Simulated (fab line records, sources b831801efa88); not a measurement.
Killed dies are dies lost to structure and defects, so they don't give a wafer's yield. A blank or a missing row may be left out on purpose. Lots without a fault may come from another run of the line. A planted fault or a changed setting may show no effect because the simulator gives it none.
fab line records | flow sky130 | part 1 of 2: steps 1 to 30 of 40
record lots=5 wafers=15 last_day=49
route steps=708 shown VIA4@645 METAL5@661 PASSIVATION@681
lots that met no fault: from a run of the same line without faults
start_h: hours from the record's first day to the start of the lot's first wafer shown | wait_h: hours since the lot's step before | " the same as in the row above | L1.1+2: a row that stands for several wafers | - no value, or no start given | * or withheld: withheld | < > ~ a bound
route shown NAME@n: a module of which the file shows steps, and the number in the route of the first | usual: mean/standard deviation of fault-free wafers | same: alike in all rows | chamber/n: place in a boat | sites: the reading at each site | _std_site: their standard deviation | _edge_site: outer sites' mean less inner sites' | radius_mm: how far each site lies from the wafer's centre | mask NAME#n: copy n | behind: the tool/chamber that last shaped the wafer | hold: why the lot was held/for how many hours/how that ended | device: the transistor (n, p or np) that didn't switch | end of line: the same wafers' tests at the end of the route | a step without rows: its recipe alone | killed: dies lost to structure and defects at the first sort, not the wafer's yield | map: a wafer's dies, x killed, . not, _ none there
set.NAME: the setting as run; set.NAME@STEP: as run at that earlier step | model.NAME: the simulator's own value behind a step, which no gauge read
lots at some steps of the route; a table a step, a row a wafer
services: from which hour (start_h, from the record's first day; less than 0 if before it) a tool's chamber was out of use, for how many hours, and why
## steps
# step SKY_VIA4_COAT_06
# recipe resist=NOVOLAK spin_rpm=3000 resist_thk_nm=1140
# columns lot.wafer tool chamber start_h wait_h
L078.1+3+5 litho_track-04 0 1004.20 0.1
L084.1+2+6 litho_track-03 0 1065.89 0.1
L085.2+3+6 litho_track-03 0 1066.51 0.1
L087.1+2+3 litho_track-04 0 1070.65 0.1
L092.1+3+6 litho_track-02 0 1104.23 0.1
# step SKY_VIA4_SOFTBAKE_07
# recipe temp_c=90 time_s=60 resist=NOVOLAK
# columns lot.wafer tool chamber start_h wait_h
L078.1+3+5 litho_track-04 0 1004.35 0.1
L084.1+2+6 litho_track-03 0 1066.04 0.1
L085.2+3+6 litho_track-03 0 1066.66 0.1
L087.1+2+3 litho_track-04 0 1070.80 0.1
L092.1+3+6 litho_track-02 0 1104.38 0.1
# step SKY_VIA4_EXPOSE_08
# recipe mask_id=VIM4 na=0.6 source_shape=conventional sigma_outer=0.6 polarization=unpolarized target_cd_nm=800 dose_mj=132
# same sigma_outer=0.6
# columns lot.wafer tool chamber start_h wait_h mask
L078.1+3+5 iline_stepper-01 0 - - VIM4#0
L084.1+2+6 iline_stepper-02 0 - - VIM4#0
L085.2+3+6 iline_stepper-01 0 - - VIM4#0
L087.1+2+3 iline_stepper-01 0 - - VIM4#0
L092.1+3+6 iline_stepper-02 0 - - VIM4#0
# step SKY_VIA4_PEB_09
# recipe temp_c=withheld time_s=* resist=NOVOLAK
# columns lot.wafer tool chamber start_h wait_h
L078.1+3+5 litho_track-02 0 - -
L084.1+2+6 litho_track-02 0 - -
L085.2+3+6 litho_track-02 0 - -
L087.1+2+3 litho_track-02 0 - -
L092.1+3+6 litho_track-04 0 - -
# step SKY_VIA4_DEVELOP_10
# recipe resist=NOVOLAK developer=TMAH develop_time_s=60 dev_temp_c=23
# columns lot.wafer tool chamber start_h wait_h
L078.1+3+5 litho_track-02 0 1016.12 0.1
L084.1+2+6 litho_track-02 0 1075.18 0.1
L085.2+3+6 litho_track-02 0 1075.50 0.1
L087.1+2+3 litho_track-02 0 1080.93 0.1
L092.1+3+6 litho_track-04 0 1113.25 0.1
# step SKY_VIA4_OVL_MEAS_11
# usual VIA4_OVL=-0.8/1.5
# columns lot.wafer tool chamber start_h wait_h VIA4_OVL[nm]
L078.1 overlay-02 - 1016.27 0.1 -0.5
L078.3 " - " " -1.1
L078.5 " - " " -2.7
L084.1 overlay-01 - 1075.33 0.1 -1.5
L084.2 " - " " -1.6
L084.6 " - " " -0.8
L085.2 overlay-01 - 1075.63 0.1 0.3
L085.3 " - " " -1.0
L085.6 " - " " -2.1
L087.1 overlay-01 - 1081.08 0.1 -0.7
L087.2 " - " " -0.4
L087.3 " - " " 0.1
L092.1 overlay-01 - 1113.40 0.1 1.4
L092.3 " - " " 2.1
L092.6 " - " " 1.6
# step SKY_VIA4_ETCH_12
# recipe target=SiO2 chemistry=C4F8/O2/Ar stop_on=TiN mask_material=NOVOLAK source_w=1500 bias_w=1200 pressure_mtorr=40 c4f8_flow_sccm=withheld O2_flow_sccm=6 Ar_flow_sccm=300 time_s=withheld target_depth_a=5800
# usual oes_product_au=0.926/0.0046
# columns lot.wafer tool chamber start_h wait_h oes_product_au
L078.1 rie_diel-04 1 1016.31 0.0 0.924
L078.3 " 0 " " 0.924
L078.5 " 0 " " 0.920
L084.1 rie_diel-04 0 1075.36 0.0 0.925
L084.2 " 2 " " 0.923
L084.6 " 2 " " 0.923
L085.2 rie_diel-02 2 1075.66 0.0 0.926
L085.3 " 1 " " 0.931
L085.6 " 1 " " 0.927
L087.1 rie_diel-04 3 1081.11 0.0 0.924
L087.2 " 2 " " 0.918
L087.3 " 1 " " 0.930
L092.1 rie_diel-01 0 1113.44 0.0 0.930
L092.3 " 1 " " 0.912
L092.6 " 0 " " 0.926
# step SKY_VIA4_STRIP_13
# recipe chemistry=O2/N2 power_w=1400 pressure_mtorr=1500 platen_temp_c=withheld o2_flow_sccm=3000 n2_flow_sccm=300 overash_fraction=0.5
# usual drypump_motor_current_A=5.8/0.32 n2_flow_sccm=299.8/0.98 oes_product_au=0.709/0.0048 strip_time_to_endpoint_s=12.801/0.029
# columns lot.wafer tool chamber start_h wait_h drypump_motor_current_A n2_flow_sccm oes_product_au rf_hours_counter_h strip_time_to_endpoint_s
L078.1 plasma_asher-04 1 1016.38 - 5.4 299.4 0.712 26 12.791
L078.3 " 0 " " 6.1 298.6 0.706 - 12.787
L078.5 " 0 " " 6.1 298.7 0.700 - 12.787
L084.1 plasma_asher-04 0 1075.43 - 6.1 300.7 0.707 32 12.827
L084.2 " 1 " " 5.4 300.2 0.709 32 12.829
L084.6 " 0 " " 6.1 300.8 0.706 - 12.816
L085.2 plasma_asher-02 0 1075.73 - 5.2 301.0 0.703 65 12.804
L085.3 " 0 " " 5.2 300.0 0.715 - 12.777
L085.6 " 0 " " 5.2 298.8 0.709 - 12.831
L087.1 plasma_asher-04 0 1081.18 - 6.1 299.9 0.709 33 12.786
L087.2 " 1 " " 5.4 300.4 0.708 33 12.842
L087.3 " 0 " " 6.1 300.5 0.708 - 12.783
L092.1 plasma_asher-01 0 1113.51 - 5.9 299.8 0.697 4 12.806
L092.3 " 0 " " 6.0 299.3 0.705 - 12.814
L092.6 " 1 " " 5.7 300.1 0.702 - 12.807
# step SKY_VIA4_STRIP_14
# recipe chemistry=post_etch_residue_remover time_s=1200 temp_c=72.5
# columns lot.wafer tool chamber start_h wait_h
L078.1+3+5 wet_bench-01 0 1016.48 0.1
L084.1+2+6 wet_bench-03 2 1075.53 0.1
L085.2+3+6 wet_bench-01 2 1075.83 0.1
L087.1+2+3 wet_bench-02 0 1081.28 0.1
L092.1+3+6 wet_bench-01 3 1113.61 0.1
# step SKY_VIA4_CLEAN_15
# recipe chemistry=IPA time_s=180 temp_c=25
# columns lot.wafer tool chamber start_h wait_h
L078.1+3+5 wet_bench-02 0 1016.82 0.0
L084.1+2+6 wet_bench-03 3 1075.88 0.0
L085.2+3+6 wet_bench-03 1 1076.18 0.0
L087.1+2+3 wet_bench-03 3 1081.63 0.0
L092.1+3+6 wet_bench-03 3 1113.96 0.0
# step SKY_VIA4_CLEAN_16
# recipe chemistry=O3/DIW dry=n2_spin
# columns lot.wafer tool chamber start_h wait_h
L078.1+3+5 wet_bench-03 1 1016.88 0.0
L084.1+2+6 wet_bench-03 0 1075.93 0.0
L085.2+3+6 wet_bench-03 3 1076.23 0.0
L087.1+2+3 wet_bench-01 2 1081.68 0.0
L092.1+3+6 wet_bench-02 2 1114.03 0.0
# step SKY_VIA4_SPUTTER_17
# recipe material=TiN target_thk_nm=20 chamber_pressure_pa=5 power_w=4000 time_s=80
# usual throttle_valve_pct=30.0/1.1
# columns lot.wafer tool chamber start_h wait_h throttle_valve_pct
L078.1 pvd_sputter-01 - 1016.98 0.0 30.5
L078.3 " - " " 29.8
L078.5 " - " " 29.8
L084.1 pvd_sputter-04 - 1076.03 0.0 30.0
L084.2 " - " " 31.7
L084.6 " - " " 31.0
L085.2 pvd_sputter-01 - 1076.33 0.0 30.5
L085.3 " - " " 29.5
L085.6 " - " " 29.6
L087.1 pvd_sputter-02 - 1081.78 0.0 30.8
L087.2 " - " " 28.6
L087.3 " - " " 30.6
L092.1 pvd_sputter-01 - 1114.12 0.0 29.7
L092.3 " - " " 28.8
L092.6 " - " " 30.4
# step SKY_VIA4_CVD_18
# recipe material=W target_thk_nm=505 time_s=152.14 temp_c=400 pressure_torr=40
# usual heater_power_w=808/48
# columns lot.wafer tool chamber start_h wait_h heater_power_w
L078.1 cvd_w-01 1 1017.04 0.0 728
L078.3 " 1 " " 741
L078.5 " 0 " " 821
L084.1 cvd_w-01 1 1076.09 0.0 755
L084.2 " 0 " " 815
L084.6 " 0 " " 812
L085.2 cvd_w-01 0 1076.39 0.0 796
L085.3 " 0 " " 808
L085.6 " 0 " " 834
L087.1 cvd_w-01 0 1081.85 0.0 833
L087.2 " 1 " " 768
L087.3 " 0 " " 804
L092.1 cvd_w-02 0 1114.18 0.0 911
L092.3 " 1 " " 838
L092.6 " 1 " " 841
# step SKY_VIA4_RS_MEAS_19
# recipe thk_meas_gauge=four-point-probe reads=W_of_VIA4_CVD_18+TiN_of_VIA4_SPUTTER_17
# usual VIA4_W_RS=0.2249/0.0021
# columns lot.wafer tool chamber start_h wait_h VIA4_W_RS[ohm/sq]
L078.1 film_metro-04 - 1017.20 0.1 0.2250
L078.3 " - " " 0.2247
L078.5 " - " " 0.2257
L084.1 film_metro-01 - 1076.24 0.1 0.2240
L084.2 " - " " 0.2240
L084.6 " - " " 0.2243
L085.2 film_metro-02 - 1076.56 0.1 0.2227
L085.3 " - " " 0.2234
L085.6 " - " " 0.2263
L087.1 film_metro-04 - 1082.00 0.1 0.2253
L087.2 " - " " 0.2286
L087.3 " - " " 0.2259
L092.1 film_metro-02 - 1114.33 0.1 0.2249
L092.3 " - " " 0.2212
L092.6 " - " " 0.2218
# step SKY_VIA4_THK_MEAS_20
# recipe thk_meas_gauge=xrf reads=W_of_VIA4_CVD_18
# usual VIA4_W_THK=504/5.8
# columns lot.wafer tool chamber start_h wait_h VIA4_W_THK[nm]
L078.1 film_metro-04 - 1017.32 0.1 505
L078.3 " - " " 501
L078.5 " - " " 502
L084.1 film_metro-01 - 1076.36 0.1 506
L084.2 " - " " 503
L084.6 " - " " 507
L085.2 film_metro-02 - 1076.67 0.1 509
L085.3 " - " " 508
L085.6 " - " " 505
L087.1 film_metro-04 - 1082.12 0.1 505
L087.2 " - " " 499
L087.3 " - " " 507
L092.1 film_metro-02 - 1114.45 0.1 506
L092.3 " - " " 514
L092.6 " - " " 511
# step SKY_VIA4_CMP_21
# recipe stop_on=SiO2 t_overpolish_s=25 down_force_psi=3.5 platen_rpm=60 target_thk_nm=0 pad_velocity_m_s=0.94248
# usual edge_zone_pressure_frac=1.000/0.0052 motor_current_A=11.2/1 overpolish_run_s=25.001/0.0087 time_to_endpoint_s=123/3.8
# same t_overpolish_s=25
# columns lot.wafer tool chamber start_h wait_h edge_zone_pressure_frac motor_current_A overpolish_run_s time_to_endpoint_s
L078.3 cmp-01 1 1017.48 0.1 1.002 11.3 24.988 119
L078.1 " 2 " " 1.003 10.8 25.000 123
L078.5 " 3 " " 1.001 11.3 25.009 120
L084.1 cmp-02 2 1076.47 0.1 1.008 12.3 25.009 122
L084.2 " 0 " " 0.995 10.1 25.001 125
L084.6 " 2 " " 1.002 12.3 25.000 122
L085.2 cmp-01 1 1077.03 0.4 1.009 10.9 24.989 121
L085.3 " 2 " " 1.004 10.5 25.016 122
L085.6 " 0 " " 1.000 13.0 25.004 127
L087.3 cmp-02 0 1082.18 0.0 0.997 10.4 24.998 128
L087.1 " 1 " " 0.994 12.1 24.992 128
L087.2 " 3 " " 0.996 9.4 25.011 126
L092.1 cmp-02 1 1114.53 0.1 0.994 12.1 25.004 124
L092.3 " 3 " " 0.997 9.0 24.991 124
L092.6 " 1 " " 1.003 12.7 25.007 122
# step SKY_METAL5_SPUTTER_00
# recipe material=Ti target_thk_nm=15 power_w=3000 time_s=10 chamber_pressure_pa=0.4
# usual throttle_valve_pct=29.7/0.78
# columns lot.wafer tool chamber start_h wait_h throttle_valve_pct
L078.1 pvd_sputter-01 - 1017.68 0.1 28.7
L078.3 " - " " 29.7
L078.5 " - " " 29.7
L084.1 pvd_sputter-03 - 1076.72 0.2 28.3
L084.2 " - " " 29.7
L084.6 " - " " 30.4
L085.2 pvd_sputter-01 - 1077.23 0.1 30.4
L085.3 " - " " 29.4
L085.6 " - " " 29.9
L087.1 pvd_sputter-03 - 1082.48 0.2 30.4
L087.2 " - " " 28.1
L087.3 " - " " 29.8
L092.1 pvd_sputter-03 - 1114.83 0.2 28.5
L092.3 " - " " 30.5
L092.6 " - " " 29.5
# step SKY_METAL5_SPUTTER_01
# recipe material=TiN target_thk_nm=20 power_w=6500 time_s=16.7 chamber_pressure_pa=0.4
# usual throttle_valve_pct=29.7/0.78
# columns lot.wafer tool chamber start_h wait_h throttle_valve_pct
L078.1 pvd_sputter-01 - 1017.70 0.0 28.6
L078.3 " - " " 29.6
L078.5 " - " " 29.5
L084.1 pvd_sputter-03 - 1076.74 0.0 28.1
L084.2 " - " " 29.8
L084.6 " - " " 30.4
L085.2 pvd_sputter-01 - 1077.26 0.0 30.3
L085.3 " - " " 29.6
L085.6 " - " " 29.6
L087.1 pvd_sputter-03 - 1082.50 0.0 30.6
L087.2 " - " " 28.3
L087.3 " - " " 29.9
L092.1 pvd_sputter-03 - 1114.85 0.0 28.2
L092.3 " - " " 30.7
L092.6 " - " " 29.6
# step SKY_METAL5_SPUTTER_02
# recipe material=AlCu target_thk_nm=1150 power_w=10600 time_s=61.2 chamber_pressure_pa=0.4
# usual throttle_valve_pct=29.7/0.78
# columns lot.wafer tool chamber start_h wait_h throttle_valve_pct
L078.1 pvd_sputter-01 - 1017.72 0.0 28.6
L078.3 " - " " 29.7
L078.5 " - " " 29.6
L084.1 pvd_sputter-03 - 1076.77 0.0 28.6
L084.2 " - " " 29.7
L084.6 " - " " 30.4
L085.2 pvd_sputter-01 - 1077.28 0.0 30.5
L085.3 " - " " 29.7
L085.6 " - " " 29.7
L087.1 pvd_sputter-03 - 1082.53 0.0 30.3
L087.2 " - " " 28.1
L087.3 " - " " 29.9
L092.1 pvd_sputter-03 - 1114.88 0.0 28.2
L092.3 " - " " 30.5
L092.6 " - " " 30.1
# step SKY_METAL5_SPUTTER_03
# recipe material=Ti target_thk_nm=5 power_w=3000 time_s=3.3 chamber_pressure_pa=0.4
# usual throttle_valve_pct=29.7/0.78
# columns lot.wafer tool chamber start_h wait_h throttle_valve_pct
L078.1 pvd_sputter-01 - 1017.77 0.0 28.5
L078.3 " - " " 29.5
L078.5 " - " " 29.5
L084.1 pvd_sputter-03 - 1076.82 0.0 28.1
L084.2 " - " " 29.8
L084.6 " - " " 30.4
L085.2 pvd_sputter-01 - 1077.33 0.0 30.5
L085.3 " - " " 29.3
L085.6 " - " " 29.7
L087.1 pvd_sputter-03 - 1082.58 0.0 30.6
L087.2 " - " " 28.2
L087.3 " - " " 30.0
L092.1 pvd_sputter-03 - 1114.93 0.0 28.2
L092.3 " - " " 30.2
L092.6 " - " " 30.0
# step SKY_METAL5_SPUTTER_04
# recipe material=TiN target_thk_nm=70 power_w=6500 time_s=58.3 chamber_pressure_pa=0.4
# usual throttle_valve_pct=29.7/0.78
# columns lot.wafer tool chamber start_h wait_h throttle_valve_pct
L078.1 pvd_sputter-01 - 1017.79 0.0 28.5
L078.3 " - " " 29.6
L078.5 " - " " 29.7
L084.1 pvd_sputter-03 - 1076.84 0.0 28.3
L084.2 " - " " 29.8
L084.6 " - " " 30.6
L085.2 pvd_sputter-01 - 1077.35 0.0 30.5
L085.3 " - " " 29.6
L085.6 " - " " 29.7
L087.1 pvd_sputter-03 - 1082.59 0.0 30.3
L087.2 " - " " 28.1
L087.3 " - " " 29.6
L092.1 pvd_sputter-03 - 1114.95 0.0 28.3
L092.3 " - " " 30.3
L092.6 " - " " 29.8
# step SKY_METAL5_RS_MEAS_05
# recipe thk_meas_gauge=four-point-probe reads=TiN_of_METAL5_SPUTTER_04+Ti_of_METAL5_SPUTTER_03+AlCu_of_METAL5_SPUTTER_02+TiN_of_METAL5_SPUTTER_01+Ti_of_METAL5_SPUTTER_00
# usual METAL5_ALCU_RS=0.02709/0.00029
# columns lot.wafer tool chamber start_h wait_h METAL5_ALCU_RS[ohm/sq]
L078.1 film_metro-04 - 1017.84 0.0 0.02685
L078.3 " - " " 0.02677
L078.5 " - " " 0.02695
L084.1 film_metro-04 - 1076.88 0.0 0.0269
L084.2 " - " " 0.02704
L084.6 " - " " 0.02758
L085.2 film_metro-03 - 1077.42 0.0 0.02675
L085.3 " - " " 0.02711
L085.6 " - " " 0.02683
L087.1 film_metro-04 - 1082.64 0.0 0.02748
L087.2 " - " " 0.02712
L087.3 " - " " 0.02692
L092.1 film_metro-04 - 1115.03 0.1 0.0269
L092.3 " - " " 0.02692
L092.6 " - " " 0.02661
# step SKY_METAL5_THK_MEAS_06
# recipe thk_meas_gauge=xrf reads=AlCu_of_METAL5_SPUTTER_02
# usual METAL5_ALCU_THK=1144/13
# columns lot.wafer tool chamber start_h wait_h METAL5_ALCU_THK[nm]
L078.1 film_metro-04 - 1017.96 0.1 1161
L078.3 " - " " 1162
L078.5 " - " " 1155
L084.1 film_metro-04 - 1077.00 0.1 1159
L084.2 " - " " 1142
L084.6 " - " " 1128
L085.2 film_metro-03 - 1077.53 0.1 1157
L085.3 " - " " 1138
L085.6 " - " " 1161
L087.1 film_metro-04 - 1082.76 0.1 1120
L087.2 " - " " 1145
L087.3 " - " " 1151
L092.1 film_metro-04 - 1115.15 0.1 1159
L092.3 " - " " 1150
L092.6 " - " " 1170
# step SKY_METAL5_DEHYDRATE_07
# recipe temp_c=200 time_s=60
# columns lot.wafer tool chamber start_h wait_h
L078.1+3+5 litho_track-01 0 1027.26 9.3
L084.1+2+6 litho_track-02 0 1087.13 10.1
L085.2+3+6 litho_track-03 0 1087.96 10.4
L087.1+2+3 litho_track-02 0 1092.03 9.3
L092.1+3+6 litho_track-03 0 1123.79 8.6
# step SKY_METAL5_HMDS_08
# recipe prime_time_s=60 prime_temp_c=120
# columns lot.wafer tool chamber start_h wait_h
L078.1+3+5 litho_track-01 0 1027.41 0.1
L084.1+2+6 litho_track-02 0 1087.28 0.1
L085.2+3+6 litho_track-03 0 1088.11 0.1
L087.1+2+3 litho_track-02 0 1092.18 0.1
L092.1+3+6 litho_track-03 0 1123.94 0.1
# step SKY_METAL5_COAT_09
# recipe resist=NOVOLAK spin_rpm=3000 resist_thk_nm=1800
# columns lot.wafer tool chamber start_h wait_h
L078.1+3+5 litho_track-01 0 1027.56 0.1
L084.1+2+6 litho_track-02 0 1087.43 0.1
L085.2+3+6 litho_track-03 0 1088.26 0.1
L087.1+2+3 litho_track-02 0 1092.33 0.1
L092.1+3+6 litho_track-03 0 1124.09 0.1
# step SKY_METAL5_SOFTBAKE_10
# recipe temp_c=90 time_s=60 resist=NOVOLAK
# columns lot.wafer tool chamber start_h wait_h
L078.1+3+5 litho_track-01 0 1027.71 0.1
L084.1+2+6 litho_track-02 0 1087.58 0.1
L085.2+3+6 litho_track-03 0 1088.41 0.1
L087.1+2+3 litho_track-02 0 1092.48 0.1
L092.1+3+6 litho_track-03 0 1124.24 0.1
# step SKY_METAL5_EXPOSE_11
# recipe mask_id=MM5 na=0.6 source_shape=conventional sigma_outer=0.6 polarization=unpolarized target_cd_nm=1600 dose_mj=190
# same sigma_outer=0.6
# columns lot.wafer tool chamber start_h wait_h mask
L078.1+3+5 iline_stepper-01 0 - - MM5#0
L084.1+2+6 iline_stepper-02 0 - - MM5#0
L085.2+3+6 iline_stepper-01 0 - - MM5#0
L087.1+2+3 iline_stepper-02 0 - - MM5#0
L092.1+3+6 iline_stepper-01 0 - - MM5#0
# step SKY_METAL5_PEB_12
# recipe temp_c=withheld time_s=* resist=NOVOLAK
# columns lot.wafer tool chamber start_h wait_h
L078.1+3+5 litho_track-01 0 - -
L084.1+2+6 litho_track-01 0 - -
L085.2+3+6 litho_track-03 0 - -
L087.1+2+3 litho_track-01 0 - -
L092.1+3+6 litho_track-02 0 - -
# step SKY_METAL5_DEVELOP_13
# recipe resist=NOVOLAK developer=TMAH develop_time_s=60 dev_temp_c=23
# columns lot.wafer tool chamber start_h wait_h
L078.1+3+5 litho_track-01 0 1038.91 0.1
L084.1+2+6 litho_track-01 0 1095.81 0.1
L085.2+3+6 litho_track-03 0 1096.96 0.1
L087.1+2+3 litho_track-01 0 1102.16 0.1
L092.1+3+6 litho_track-02 0 1133.38 0.1
